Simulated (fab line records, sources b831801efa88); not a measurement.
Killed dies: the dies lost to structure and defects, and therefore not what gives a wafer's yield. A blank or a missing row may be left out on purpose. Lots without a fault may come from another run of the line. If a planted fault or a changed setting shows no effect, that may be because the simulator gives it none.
fab line records | flow sky130 | part 1 of 2: steps 1 to 25 of 34
record: lots: 5 | wafers: 15 | lastDay: 49
route steps=708 shown PWDE@46 NWELL@56
lots with no fault: from the same line, run without faults
startH: hours from the record's opening day to when the first of the lot's shown wafers began | waitH: hours from the lot's prior step to this one | " as in the row above | L1.1+2: several wafers, shown together as one row | - no value present, or no start provided | * or withheld: withheld | < > ~ a bound
route shown NAME@n: a module of which the file shows steps, and the number in the route of the first | usual: mean and standard deviation over wafers with no fault | same: alike in all rows | chamber/n: place in a boat | sites: readings site by site | _std_site: the values' standard deviation | _edge_site: outer sites' mean less inner sites' | radiusMm: for every site, how far away it sits from the centre of the wafer | mask NAME#n: copy n | behind: the tool/chamber that last shaped the wafer | hold: the reason the lot was held/the length of the hold in hours/how it ended | device: the transistor (n, p or np) that didn't switch | end of line: tests of these same wafers at the route's end | a step given without rows: its recipe and nothing more | killed: the dies lost at the first sort to structure and to defects; this is not the yield of the wafer | map: a wafer's dies, x killed, . not, _ none there
set.NAME: the setting that was run; set.NAME@STEP: the one run at that earlier step | model.NAME: the simulator's own value behind a step, which no gauge read
lots seen at some steps along the route; tables by step, rows by wafer
services: a tool's chamber out of use, with start hour (startH, from the record's first day; less than 0 if before it), hours out, and reason
== steps ==
step: SKY_PWDE_HMDS_01
recipe: primeTimeS: 60 | primeTempC: 120
usual: exhaustPa: 45.3/0.9
lot.wafer | tool          | chamber | startH | waitH | exhaustPa
L075.1    | lithoTrack-03 | 0       | 67.82  | 0.1   | 43.5
L075.2    | "             | 0       | "      | "     | 44.7
L075.3    | "             | 0       | "      | "     | 46.1
L088.3    | lithoTrack-01 | 0       | 135.26 | 0.1   | 46.0
L088.5    | "             | 0       | "      | "     | 45.1
L088.6    | "             | 0       | "      | "     | 46.0
L089.1    | lithoTrack-01 | 0       | 142.01 | 0.1   | 45.4
L089.3    | "             | 0       | "      | "     | 44.2
L089.6    | "             | 0       | "      | "     | 45.5
L091.4    | lithoTrack-02 | 0       | 154.09 | 0.1   | 45.4
L091.5    | "             | 0       | "      | "     | 45.5
L091.6    | "             | 0       | "      | "     | 45.8
L092.2    | lithoTrack-01 | 0       | 157.28 | 0.1   | 45.1
L092.3    | "             | 0       | "      | "     | 45.2
L092.4    | "             | 0       | "      | "     | 46.8
step: SKY_PWDE_COAT_02
recipe: spinRpm: 2000 | resistThkNm: 3000
usual: exhaustPa: 44.9/0.98
lot.wafer | tool          | chamber | startH | waitH | exhaustPa
L075.1    | lithoTrack-03 | 0       | 67.97  | 0.1   | 44.7
L075.2    | "             | 0       | "      | "     | 44.6
L075.3    | "             | 0       | "      | "     | 45.3
L088.3    | lithoTrack-01 | 0       | 135.41 | 0.1   | 44.4
L088.5    | "             | 0       | "      | "     | 46.6
L088.6    | "             | 0       | "      | "     | 45.3
L089.1    | lithoTrack-01 | 0       | 142.16 | 0.1   | 45.2
L089.3    | "             | 0       | "      | "     | 45.7
L089.6    | "             | 0       | "      | "     | 45.7
L091.4    | lithoTrack-02 | 0       | 154.24 | 0.1   | 44.3
L091.5    | "             | 0       | "      | "     | 44.3
L091.6    | "             | 0       | "      | "     | 44.7
L092.2    | lithoTrack-01 | 0       | 157.43 | 0.1   | 45.3
L092.3    | "             | 0       | "      | "     | 45.5
L092.4    | "             | 0       | "      | "     | 45.5
step: SKY_PWDE_SOFTBAKE_03
recipe: tempC: 110 | timeS: withheld
usual: exhaustPa: 44.8/0.82 | plateTempC: 110.02/0.14
lot.wafer | tool          | chamber | startH | waitH | exhaustPa | plateTempC
L075.1    | lithoTrack-03 | 0       | 68.12  | 0.1   | 44.9      | 109.86
L075.2    | "             | 0       | "      | "     | 45.2      | 109.86
L075.3    | "             | 0       | "      | "     | 46.5      | 109.97
L088.3    | lithoTrack-01 | 0       | 135.57 | 0.1   | 44.2      | 110.09
L088.5    | "             | 0       | "      | "     | 43.8      | 109.79
L088.6    | "             | 0       | "      | "     | 44.3      | 109.93
L089.1    | lithoTrack-01 | 0       | 142.31 | 0.1   | 44.2      | 109.76
L089.3    | "             | 0       | "      | "     | 44.0      | 109.90
L089.6    | "             | 0       | "      | "     | 45.1      | 109.97
L091.4    | lithoTrack-02 | 0       | 154.42 | 0.1   | 44.6      | 109.81
L091.5    | "             | 0       | "      | "     | 44.4      | 110.05
L091.6    | "             | 0       | "      | "     | 45.1      | 109.99
L092.2    | lithoTrack-01 | 0       | 157.59 | 0.1   | 44.3      | 109.84
L092.3    | "             | 0       | "      | "     | 43.3      | 109.97
L092.4    | "             | 0       | "      | "     | 42.7      | 110.07
step: SKY_PWDE_EXPOSE_04
recipe: maskId: PWDEM | na: 0.6 | sourceShape: conventional | sigmaOuter: 0.6 | polarization: unpolarized | targetCdNm: 840 | doseMj: 214
lot.wafer  | tool            | chamber | startH | waitH | mask
L075.1+2+3 | ilineStepper-01 | 0       | -      | -     | PWDEM#0
L088.3+5+6 | ilineStepper-01 | 0       | -      | -     | PWDEM#0
L089.1+3+6 | ilineStepper-02 | 0       | -      | -     | PWDEM#0
L091.4+5+6 | ilineStepper-01 | 0       | -      | -     | PWDEM#0
L092.2+3+4 | ilineStepper-01 | 0       | -      | -     | PWDEM#0
step: SKY_PWDE_PEB_05
recipe: tempC: 115 | timeS: withheld
usual: exhaustPa: 45.0/0.96 | plateTempC: 115.01/0.13
lot.wafer | tool          | chamber | startH | waitH | exhaustPa | plateTempC
L075.1    | lithoTrack-01 | 0       | -      | -     | 46.7      | 115.01
L075.2    | "             | 0       | "      | "     | 46.4      | 115.00
L075.3    | "             | 0       | "      | "     | 46.2      | 115.03
L088.3    | lithoTrack-01 | 0       | -      | -     | 46.2      | 115.10
L088.5    | "             | 0       | "      | "     | 46.2      | 114.94
L088.6    | "             | 0       | "      | "     | 45.6      | 115.01
L089.1    | lithoTrack-03 | 0       | -      | -     | 43.9      | 114.90
L089.3    | "             | 0       | "      | "     | 45.3      | 114.93
L089.6    | "             | 0       | "      | "     | 45.4      | 114.97
L091.4    | lithoTrack-02 | 0       | -      | -     | 45.1      | 115.01
L091.5    | "             | 0       | "      | "     | 44.9      | 115.03
L091.6    | "             | 0       | "      | "     | 43.5      | 115.08
L092.2    | lithoTrack-01 | 0       | -      | -     | 47.0      | 115.18
L092.3    | "             | 0       | "      | "     | 45.9      | 114.97
L092.4    | "             | 0       | "      | "     | 46.1      | 115.02
step: SKY_PWDE_DEVELOP_06
recipe: wallAngleDeg: 90 | developer: TMAH | developTimeS: 60 | devTempC: 23
usual: exhaustPa: 45.0/0.97
lot.wafer | tool          | chamber | startH | waitH | exhaustPa
L075.1    | lithoTrack-01 | 0       | -      | -     | 43.6
L075.2    | "             | 0       | "      | "     | 44.6
L075.3    | "             | 0       | "      | "     | 43.7
L088.3    | lithoTrack-01 | 0       | -      | -     | 45.8
L088.5    | "             | 0       | "      | "     | 43.4
L088.6    | "             | 0       | "      | "     | 45.1
L089.1    | lithoTrack-03 | 0       | -      | -     | 43.9
L089.3    | "             | 0       | "      | "     | 43.8
L089.6    | "             | 0       | "      | "     | 44.5
L091.4    | lithoTrack-02 | 0       | -      | -     | 44.2
L091.5    | "             | 0       | "      | "     | 45.0
L091.6    | "             | 0       | "      | "     | 44.4
L092.2    | lithoTrack-01 | 0       | -      | -     | 43.4
L092.3    | "             | 0       | "      | "     | 46.1
L092.4    | "             | 0       | "      | "     | 45.4
step: SKY_PWDE_OVL_MEAS_07
usual: PWDE_OVL: -0.3/1.7
lot.wafer | tool       | chamber | startH | waitH | PWDE_OVL[nm]
L075.1    | overlay-01 | -       | 76.61  | -     | 0.7
L075.2    | "          | -       | "      | "     | 2.0
L075.3    | "          | -       | "      | "     | 1.7
L088.3    | overlay-01 | -       | 145.07 | -     | -0.7
L088.5    | "          | -       | "      | "     | -2.9
L088.6    | "          | -       | "      | "     | -1.5
L089.1    | overlay-01 | -       | 152.57 | -     | -0.2
L089.3    | "          | -       | "      | "     | -0.9
L089.6    | "          | -       | "      | "     | -0.7
L091.4    | overlay-02 | -       | 164.14 | -     | -0.7
L091.5    | "          | -       | "      | "     | -2.4
L091.6    | "          | -       | "      | "     | -2.8
L092.2    | overlay-02 | -       | 167.11 | -     | -0.2
L092.3    | "          | -       | "      | "     | -1.7
L092.4    | "          | -       | "      | "     | -1.5
step: SKY_PWDE_IMPLANT_08
recipe: species: B | energyKev: 150 | doseCm2: 3.54e+12 | tiltDeg: withheld
usual: doseIonsCm2: 3.541e+12/4.7e+09
lot.wafer | tool         | chamber | startH | waitH | doseIonsCm2
L075.1    | implanter-03 | 0       | 76.64  | 0.0   | 3.532e+12
L075.2    | "            | 0       | "      | "     | 3.542e+12
L075.3    | "            | 0       | "      | "     | 3.526e+12
L088.3    | implanter-04 | 0       | 145.14 | 0.1   | 3.545e+12
L088.5    | "            | 0       | "      | "     | 3.539e+12
L088.6    | "            | 0       | "      | "     | 3.54e+12
L089.1    | implanter-04 | 0       | 152.60 | 0.0   | 3.537e+12
L089.3    | "            | 0       | "      | "     | 3.547e+12
L089.6    | "            | 0       | "      | "     | 3.543e+12
L091.4    | implanter-02 | 0       | 164.23 | 0.1   | 3.55e+12
L091.5    | "            | 0       | "      | "     | 3.548e+12
L091.6    | "            | 0       | "      | "     | 3.548e+12
L092.2    | implanter-03 | 0       | 167.17 | 0.0   | 3.54e+12
L092.3    | "            | 0       | "      | "     | 3.534e+12
L092.4    | "            | 0       | "      | "     | 3.536e+12
step: SKY_PWDE_STRIP_09
recipe: chemistry: O2/N2 | powerW: 1400 | pressureMtorr: 1500 | platenTempC: withheld | o2FlowSccm: 3000 | n2FlowSccm: 300 | overashFraction: 0.5
usual: drypumpMotorCurrentA: 5.8/0.62 | n2FlowSccm: 300.0/1 | oesProductAu: 0.723/0.0047 | stripTimeToEndpointS: 36.91/0.1
lot.wafer | tool           | chamber | startH | waitH | drypumpMotorCurrentA | n2FlowSccm | oesProductAu | rfHoursCounterH | stripTimeToEndpointS
L075.1    | plasmaAsher-03 | 0       | 76.79  | 0.1   | 5.1                  | 301.6      | 0.724        | 39              | 36.88
L075.2    | "              | 1       | "      | "     | 5.5                  | 301.3      | 0.716        | 39              | 36.88
L075.3    | "              | 1       | "      | "     | 5.5                  | 302.0      | 0.722        | -               | 36.83
L088.3    | plasmaAsher-02 | 0       | 145.28 | 0.1   | 5.5                  | 300.2      | 0.722        | -               | 36.96
L088.5    | "              | 1       | "      | "     | 6.7                  | 300.6      | 0.729        | -               | 36.91
L088.6    | "              | 0       | "      | "     | 5.5                  | 301.4      | 0.721        | -               | 36.84
L089.1    | plasmaAsher-02 | 0       | 152.75 | 0.1   | 5.5                  | 303.4      | 0.726        | 47              | 37.12
L089.3    | "              | 0       | "      | "     | 5.5                  | 300.6      | 0.725        | -               | 36.97
L089.6    | "              | 1       | "      | "     | 6.7                  | 299.9      | 0.721        | -               | 36.95
L091.4    | plasmaAsher-03 | 1       | 164.34 | 0.1   | 5.5                  | 299.1      | 0.722        | -               | 36.76
L091.5    | "              | 1       | "      | "     | 5.5                  | 300.3      | 0.727        | -               | 36.80
L091.6    | "              | 0       | "      | "     | 5.0                  | 299.4      | 0.728        | -               | 36.79
L092.2    | plasmaAsher-02 | 1       | 167.29 | 0.1   | 6.7                  | 299.4      | 0.717        | 49              | 36.86
L092.3    | "              | 0       | "      | "     | 5.5                  | 298.8      | 0.715        | -               | 36.92
L092.4    | "              | 1       | "      | "     | 6.7                  | 299.4      | 0.728        | -               | 36.94
step: SKY_PWDE_TW_MEAS_10
usual: PWDE_TW: 368/3.2
lot.wafer | tool         | chamber | startH | waitH | PWDE_TW
L075.1    | filmMetro-02 | -       | 76.89  | 0.1   | 370
L075.2    | "            | -       | "      | "     | 369
L075.3    | "            | -       | "      | "     | 367
L088.3    | filmMetro-02 | -       | 145.36 | 0.1   | 367
L088.5    | "            | -       | "      | "     | 368
L088.6    | "            | -       | "      | "     | 366
L089.1    | filmMetro-02 | -       | 152.85 | 0.1   | 366
L089.3    | "            | -       | "      | "     | 366
L089.6    | "            | -       | "      | "     | 366
L091.4    | filmMetro-02 | -       | 164.43 | 0.1   | 366
L091.5    | "            | -       | "      | "     | 368
L091.6    | "            | -       | "      | "     | 367
L092.2    | filmMetro-04 | -       | 167.40 | 0.1   | 370
L092.3    | "            | -       | "      | "     | 370
L092.4    | "            | -       | "      | "     | 371
step: SKY_NWELL_DEHYDRATE_03
recipe: tempC: 200 | timeS: 60
usual: exhaustPa: 44.9/0.83 | plateTempC: 200.01/0.16
lot.wafer | tool          | chamber | startH | waitH | exhaustPa | plateTempC
L075.1    | lithoTrack-02 | 0       | 84.12  | 7.2   | 44.8      | 200.09
L075.2    | "             | 0       | "      | "     | 44.5      | 200.04
L075.3    | "             | 0       | "      | "     | 44.4      | 200.50
L088.3    | lithoTrack-02 | 0       | 154.57 | 9.2   | 44.2      | 199.82
L088.5    | "             | 0       | "      | "     | 44.1      | 200.12
L088.6    | "             | 0       | "      | "     | 44.5      | 200.26
L089.1    | lithoTrack-03 | 0       | 162.32 | 9.5   | 44.6      | 199.83
L089.3    | "             | 0       | "      | "     | 45.4      | 200.07
L089.6    | "             | 0       | "      | "     | 45.0      | 200.19
L091.4    | lithoTrack-03 | 0       | 173.74 | 9.3   | 44.8      | 199.96
L091.5    | "             | 0       | "      | "     | 43.9      | 200.06
L091.6    | "             | 0       | "      | "     | 44.5      | 199.86
L092.2    | lithoTrack-02 | 0       | 176.94 | 9.5   | 45.8      | 200.05
L092.3    | "             | 0       | "      | "     | 46.4      | 200.01
L092.4    | "             | 0       | "      | "     | 44.5      | 200.02
step: SKY_NWELL_HMDS_04
recipe: primeTimeS: 60 | primeTempC: 120
usual: exhaustPa: 45.0/0.77
lot.wafer | tool          | chamber | startH | waitH | exhaustPa
L075.1    | lithoTrack-02 | 0       | 84.27  | 0.1   | 45.2
L075.2    | "             | 0       | "      | "     | 45.0
L075.3    | "             | 0       | "      | "     | 46.5
L088.3    | lithoTrack-02 | 0       | 154.72 | 0.1   | 43.7
L088.5    | "             | 0       | "      | "     | 45.2
L088.6    | "             | 0       | "      | "     | 45.4
L089.1    | lithoTrack-03 | 0       | 162.47 | 0.1   | 45.4
L089.3    | "             | 0       | "      | "     | 45.2
L089.6    | "             | 0       | "      | "     | 45.2
L091.4    | lithoTrack-03 | 0       | 173.89 | 0.1   | 44.9
L091.5    | "             | 0       | "      | "     | 44.9
L091.6    | "             | 0       | "      | "     | 44.6
L092.2    | lithoTrack-02 | 0       | 177.09 | 0.1   | 44.5
L092.3    | "             | 0       | "      | "     | 44.7
L092.4    | "             | 0       | "      | "     | 44.6
step: SKY_NWELL_COAT_05
recipe: spinRpm: 2000 | resistThkNm: 3000
usual: exhaustPa: 45.0/0.98
lot.wafer | tool          | chamber | startH | waitH | exhaustPa
L075.1    | lithoTrack-02 | 0       | 84.42  | 0.1   | 44.3
L075.2    | "             | 0       | "      | "     | 44.5
L075.3    | "             | 0       | "      | "     | 44.1
L088.3    | lithoTrack-02 | 0       | 154.87 | 0.1   | 43.3
L088.5    | "             | 0       | "      | "     | 44.0
L088.6    | "             | 0       | "      | "     | 43.8
L089.1    | lithoTrack-03 | 0       | 162.62 | 0.1   | 45.3
L089.3    | "             | 0       | "      | "     | 44.4
L089.6    | "             | 0       | "      | "     | 44.3
L091.4    | lithoTrack-03 | 0       | 174.04 | 0.1   | 47.9
L091.5    | "             | 0       | "      | "     | 46.1
L091.6    | "             | 0       | "      | "     | 46.4
L092.2    | lithoTrack-02 | 0       | 177.24 | 0.1   | 43.5
L092.3    | "             | 0       | "      | "     | 44.9
L092.4    | "             | 0       | "      | "     | 44.9
step: SKY_NWELL_SOFTBAKE_06
recipe: tempC: 110 | timeS: withheld
usual: exhaustPa: 44.9/0.79 | plateTempC: 110.03/0.13
lot.wafer | tool          | chamber | startH | waitH | exhaustPa | plateTempC
L075.1    | lithoTrack-02 | 0       | 84.57  | 0.1   | 45.3      | 110.19
L075.2    | "             | 0       | "      | "     | 43.5      | 109.90
L075.3    | "             | 0       | "      | "     | 45.7      | 110.08
L088.3    | lithoTrack-02 | 0       | 155.03 | 0.1   | 44.0      | 110.07
L088.5    | "             | 0       | "      | "     | 43.8      | 110.21
L088.6    | "             | 0       | "      | "     | 45.6      | 110.04
L089.1    | lithoTrack-03 | 0       | 162.77 | 0.1   | 45.0      | 110.06
L089.3    | "             | 0       | "      | "     | 43.8      | 109.85
L089.6    | "             | 0       | "      | "     | 43.4      | 110.06
L091.4    | lithoTrack-03 | 0       | 174.22 | 0.1   | 44.5      | 110.27
L091.5    | "             | 0       | "      | "     | 44.7      | 110.24
L091.6    | "             | 0       | "      | "     | 44.9      | 110.17
L092.2    | lithoTrack-02 | 0       | 177.40 | 0.1   | 45.4      | 110.01
L092.3    | "             | 0       | "      | "     | 44.8      | 109.96
L092.4    | "             | 0       | "      | "     | 45.2      | 109.65
step: SKY_NWELL_EXPOSE_07
recipe: maskId: NWM | na: 0.6 | sourceShape: conventional | sigmaOuter: 0.6 | polarization: unpolarized | targetCdNm: 840 | doseMj: 255
lot.wafer  | tool            | chamber | startH | waitH | mask
L075.1+2+3 | ilineStepper-02 | 0       | -      | -     | NWM#0
L088.3+5+6 | ilineStepper-01 | 0       | -      | -     | NWM#0
L089.1+3+6 | ilineStepper-01 | 0       | -      | -     | NWM#0
L091.4+5+6 | ilineStepper-02 | 0       | -      | -     | NWM#0
L092.2+3+4 | ilineStepper-02 | 0       | -      | -     | NWM#0
step: SKY_NWELL_PEB_08
recipe: tempC: 115 | timeS: withheld
usual: exhaustPa: 45.1/0.86 | plateTempC: 115.01/0.11
lot.wafer | tool          | chamber | startH | waitH | exhaustPa | plateTempC
L075.1    | lithoTrack-03 | 0       | -      | -     | 44.3      | 114.94
L075.2    | "             | 0       | "      | "     | 44.5      | 114.90
L075.3    | "             | 0       | "      | "     | 44.9      | 114.87
L088.3    | lithoTrack-03 | 0       | -      | -     | 45.0      | 115.00
L088.5    | "             | 0       | "      | "     | 45.6      | 114.82
L088.6    | "             | 0       | "      | "     | 45.0      | 114.92
L089.1    | lithoTrack-04 | 0       | -      | -     | 46.2      | 114.84
L089.3    | "             | 0       | "      | "     | 46.1      | 114.85
L089.6    | "             | 0       | "      | "     | 45.8      | 115.07
L091.4    | lithoTrack-02 | 0       | -      | -     | 42.8      | 115.12
L091.5    | "             | 0       | "      | "     | 43.5      | 115.18
L091.6    | "             | 0       | "      | "     | 44.3      | 114.92
L092.2    | lithoTrack-03 | 0       | -      | -     | 43.8      | 115.01
L092.3    | "             | 0       | "      | "     | 46.1      | 114.97
L092.4    | "             | 0       | "      | "     | 43.3      | 115.15
step: SKY_NWELL_DEVELOP_09
recipe: wallAngleDeg: 90 | developer: TMAH | developTimeS: 60 | devTempC: 23
usual: exhaustPa: 45.1/0.98
lot.wafer | tool          | chamber | startH | waitH | exhaustPa
L075.1    | lithoTrack-03 | 0       | -      | -     | 44.0
L075.2    | "             | 0       | "      | "     | 45.1
L075.3    | "             | 0       | "      | "     | 44.7
L088.3    | lithoTrack-03 | 0       | -      | -     | 44.6
L088.5    | "             | 0       | "      | "     | 44.8
L088.6    | "             | 0       | "      | "     | 44.9
L089.1    | lithoTrack-04 | 0       | -      | -     | 47.2
L089.3    | "             | 0       | "      | "     | 45.9
L089.6    | "             | 0       | "      | "     | 46.6
L091.4    | lithoTrack-02 | 0       | -      | -     | 43.0
L091.5    | "             | 0       | "      | "     | 43.5
L091.6    | "             | 0       | "      | "     | 45.1
L092.2    | lithoTrack-03 | 0       | -      | -     | 43.3
L092.3    | "             | 0       | "      | "     | 43.0
L092.4    | "             | 0       | "      | "     | 44.9
step: SKY_NWELL_OVL_MEAS_10
usual: NWELL_00_OVL: -1.7/1.4
lot.wafer | tool       | chamber | startH | waitH | NWELL_00_OVL[nm]
L075.1    | overlay-01 | -       | 94.32  | -     | 0.2
L075.2    | "          | -       | "      | "     | 0.0
L075.3    | "          | -       | "      | "     | 0.0
L088.3    | overlay-01 | -       | 164.88 | -     | -1.3
L088.5    | "          | -       | "      | "     | -0.4
L088.6    | "          | -       | "      | "     | 0.2
L089.1    | overlay-01 | -       | 173.13 | -     | -1.9
L089.3    | "          | -       | "      | "     | -1.0
L089.6    | "          | -       | "      | "     | -1.0
L091.4    | overlay-02 | -       | 184.49 | -     | -1.4
L091.5    | "          | -       | "      | "     | -2.3
L091.6    | "          | -       | "      | "     | -1.2
L092.2    | overlay-02 | -       | 188.02 | -     | -3.2
L092.3    | "          | -       | "      | "     | -2.2
L092.4    | "          | -       | "      | "     | -4.1
step: SKY_NWELL_IMPLANT_11
recipe: species: P | energyKev: 392.7 | doseCm2: 1.9e+13 | tiltDeg: withheld
usual: doseIonsCm2: 1.9002e+13/2.1e+10
lot.wafer | tool         | chamber | startH | waitH | doseIonsCm2
L075.1    | implanter-03 | 0       | 94.35  | 0.0   | 1.9002e+13
L075.2    | "            | 0       | "      | "     | 1.8995e+13
L075.3    | "            | 0       | "      | "     | 1.8977e+13
L088.3    | implanter-04 | 0       | 164.95 | 0.1   | 1.9034e+13
L088.5    | "            | 0       | "      | "     | 1.9025e+13
L088.6    | "            | 0       | "      | "     | 1.9034e+13
L089.1    | implanter-01 | 0       | 173.16 | 0.0   | 1.8971e+13
L089.3    | "            | 0       | "      | "     | 1.8969e+13
L089.6    | "            | 0       | "      | "     | 1.8988e+13
L091.4    | implanter-04 | 0       | 184.58 | 0.1   | 1.9028e+13
L091.5    | "            | 0       | "      | "     | 1.9002e+13
L091.6    | "            | 0       | "      | "     | 1.9003e+13
L092.2    | implanter-03 | 0       | 188.08 | 0.0   | 1.8959e+13
L092.3    | "            | 0       | "      | "     | 1.9005e+13
L092.4    | "            | 0       | "      | "     | 1.898e+13
step: SKY_NWELL_IMPLANT_12
recipe: species: P | energyKev: 120 | doseCm2: 1.3e+12 | tiltDeg: withheld
usual: doseIonsCm2: 1.3e+12/1.5e+09
lot.wafer | tool         | chamber | startH | waitH | doseIonsCm2
L075.1    | implanter-03 | 0       | 94.50  | 0.1   | 1.3011e+12
L075.2    | "            | 0       | "      | "     | 1.3026e+12
L075.3    | "            | 0       | "      | "     | 1.2977e+12
L088.3    | implanter-04 | 0       | 165.10 | 0.1   | 1.299e+12
L088.5    | "            | 0       | "      | "     | 1.2977e+12
L088.6    | "            | 0       | "      | "     | 1.298e+12
L089.1    | implanter-01 | 0       | 173.31 | 0.1   | 1.2985e+12
L089.3    | "            | 0       | "      | "     | 1.2994e+12
L089.6    | "            | 0       | "      | "     | 1.3e+12
L091.4    | implanter-04 | 0       | 184.73 | 0.1   | 1.2973e+12
L091.5    | "            | 0       | "      | "     | 1.2989e+12
L091.6    | "            | 0       | "      | "     | 1.3011e+12
L092.2    | implanter-03 | 0       | 188.23 | 0.1   | 1.3004e+12
L092.3    | "            | 0       | "      | "     | 1.2996e+12
L092.4    | "            | 0       | "      | "     | 1.3013e+12
step: SKY_NWELL_IMPLANT_13
recipe: species: P | energyKev: 50 | doseCm2: 7e+11 | tiltDeg: withheld
usual: doseIonsCm2: 7.001e+11/7.8e+08
lot.wafer | tool         | chamber | startH | waitH | doseIonsCm2
L075.1    | implanter-03 | 0       | 94.65  | 0.1   | 6.989e+11
L075.2    | "            | 0       | "      | "     | 7e+11
L075.3    | "            | 0       | "      | "     | 6.999e+11
L088.3    | implanter-04 | 0       | 165.25 | 0.1   | 7.006e+11
L088.5    | "            | 0       | "      | "     | 7.01e+11
L088.6    | "            | 0       | "      | "     | 6.999e+11
L089.1    | implanter-01 | 0       | 173.46 | 0.1   | 7.005e+11
L089.3    | "            | 0       | "      | "     | 6.995e+11
L089.6    | "            | 0       | "      | "     | 6.997e+11
L091.4    | implanter-04 | 0       | 184.88 | 0.1   | 6.997e+11
L091.5    | "            | 0       | "      | "     | 7.014e+11
L091.6    | "            | 0       | "      | "     | 7.003e+11
L092.2    | implanter-03 | 0       | 188.38 | 0.1   | 7.005e+11
L092.3    | "            | 0       | "      | "     | 6.996e+11
L092.4    | "            | 0       | "      | "     | 6.987e+11
step: SKY_NWELL_STRIP_14
recipe: chemistry: O2/N2 | powerW: 1400 | pressureMtorr: 1500 | platenTempC: withheld | o2FlowSccm: 3000 | n2FlowSccm: 300 | overashFraction: 0.5
usual: drypumpMotorCurrentA: 5.3/0.35 | n2FlowSccm: 300.2/1.1 | oesProductAu: 0.722/0.0042 | stripTimeToEndpointS: 36.89/0.1
lot.wafer | tool           | chamber | startH | waitH | drypumpMotorCurrentA | n2FlowSccm | oesProductAu | rfHoursCounterH | stripTimeToEndpointS
L075.1    | plasmaAsher-03 | 0       | 94.80  | 0.1   | 5.1                  | 299.8      | 0.717        | 41              | 36.83
L075.2    | "              | 1       | "      | "     | 5.5                  | 300.9      | 0.728        | 41              | 36.96
L075.3    | "              | 1       | "      | "     | 5.5                  | 300.0      | 0.728        | -               | 36.78
L088.3    | plasmaAsher-03 | 0       | 165.38 | 0.1   | 5.1                  | 300.0      | 0.718        | -               | 36.88
L088.5    | "              | 1       | "      | "     | 5.5                  | 300.2      | 0.718        | -               | 36.85
L088.6    | "              | 0       | "      | "     | 5.1                  | 300.0      | 0.724        | -               | 36.89
L089.1    | plasmaAsher-02 | 0       | 173.61 | 0.1   | 5.5                  | 299.6      | 0.722        | 49              | 37.00
L089.3    | "              | 0       | "      | "     | 5.5                  | 300.1      | 0.725        | -               | 36.98
L089.6    | "              | 0       | "      | "     | 5.5                  | 300.4      | 0.720        | -               | 36.93
L091.4    | plasmaAsher-03 | 1       | 184.99 | 0.1   | 5.5                  | 299.5      | 0.725        | -               | 36.97
L091.5    | "              | 1       | "      | "     | 5.5                  | 300.2      | 0.721        | -               | 37.04
L091.6    | "              | 0       | "      | "     | 5.1                  | 299.1      | 0.727        | -               | 36.90
L092.2    | plasmaAsher-03 | 0       | 188.50 | 0.1   | 5.0                  | 301.5      | 0.718        | 51              | 36.91
L092.3    | "              | 1       | "      | "     | 5.5                  | 301.6      | 0.727        | -               | 36.98
L092.4    | "              | 0       | "      | "     | 5.1                  | 301.2      | 0.716        | -               | 36.99
step: SKY_NWELL_TW_MEAS_15
usual: NWELL_TW: 1795/14
lot.wafer | tool         | chamber | startH | waitH | NWELL_TW
L075.1    | filmMetro-02 | -       | 94.90  | 0.1   | 1796
L075.2    | "            | -       | "      | "     | 1787
L075.3    | "            | -       | "      | "     | 1805
L088.3    | filmMetro-02 | -       | 165.47 | 0.1   | 1798
L088.5    | "            | -       | "      | "     | 1800
L088.6    | "            | -       | "      | "     | 1794
L089.1    | filmMetro-03 | -       | 173.71 | 0.1   | 1772
L089.3    | "            | -       | "      | "     | 1775
L089.6    | "            | -       | "      | "     | 1777
L091.4    | filmMetro-02 | -       | 185.08 | 0.1   | 1811
L091.5    | "            | -       | "      | "     | 1794
L091.6    | "            | -       | "      | "     | 1797
L092.2    | filmMetro-03 | -       | 188.61 | 0.1   | 1766
L092.3    | "            | -       | "      | "     | 1765
L092.4    | "            | -       | "      | "     | 1757
step: SKY_NWELL_DEHYDRATE_16
recipe: tempC: 200 | timeS: 60
usual: exhaustPa: 45.1/0.95 | plateTempC: 199.98/0.16
lot.wafer | tool          | chamber | startH | waitH | exhaustPa | plateTempC
L075.1    | lithoTrack-02 | 0       | 102.87 | 8.0   | 44.6      | 200.00
L075.2    | "             | 0       | "      | "     | 44.8      | 199.97
L075.3    | "             | 0       | "      | "     | 43.5      | 200.18
L088.3    | lithoTrack-02 | 0       | 175.37 | 9.9   | 45.8      | 200.22
L088.5    | "             | 0       | "      | "     | 45.2      | 200.27
L088.6    | "             | 0       | "      | "     | 45.3      | 200.10
L089.1    | lithoTrack-02 | 0       | 183.17 | 9.4   | 45.5      | 199.79
L089.3    | "             | 0       | "      | "     | 45.1      | 200.14
L089.6    | "             | 0       | "      | "     | 46.7      | 199.89
L091.4    | lithoTrack-02 | 0       | 195.24 | 10.1  | 43.6      | 200.03
L091.5    | "             | 0       | "      | "     | 45.4      | 200.18
L091.6    | "             | 0       | "      | "     | 44.4      | 199.77
L092.2    | lithoTrack-03 | 0       | 198.69 | 10.1  | 44.2      | 200.07
L092.3    | "             | 0       | "      | "     | 43.7      | 199.85
L092.4    | "             | 0       | "      | "     | 45.6      | 199.84
step: SKY_NWELL_HMDS_17
recipe: primeTimeS: 60 | primeTempC: 120
usual: exhaustPa: 45.0/0.76
lot.wafer | tool          | chamber | startH | waitH | exhaustPa
L075.1    | lithoTrack-02 | 0       | 103.02 | 0.1   | 44.8
L075.2    | "             | 0       | "      | "     | 44.9
L075.3    | "             | 0       | "      | "     | 45.3
L088.3    | lithoTrack-02 | 0       | 175.52 | 0.1   | 44.1
L088.5    | "             | 0       | "      | "     | 44.0
L088.6    | "             | 0       | "      | "     | 44.9
L089.1    | lithoTrack-02 | 0       | 183.32 | 0.1   | 46.1
L089.3    | "             | 0       | "      | "     | 46.0
L089.6    | "             | 0       | "      | "     | 45.3
L091.4    | lithoTrack-02 | 0       | 195.39 | 0.1   | 45.1
L091.5    | "             | 0       | "      | "     | 43.6
L091.6    | "             | 0       | "      | "     | 46.1
L092.2    | lithoTrack-03 | 0       | 198.84 | 0.1   | 43.7
L092.3    | "             | 0       | "      | "     | 45.7
L092.4    | "             | 0       | "      | "     | 44.8
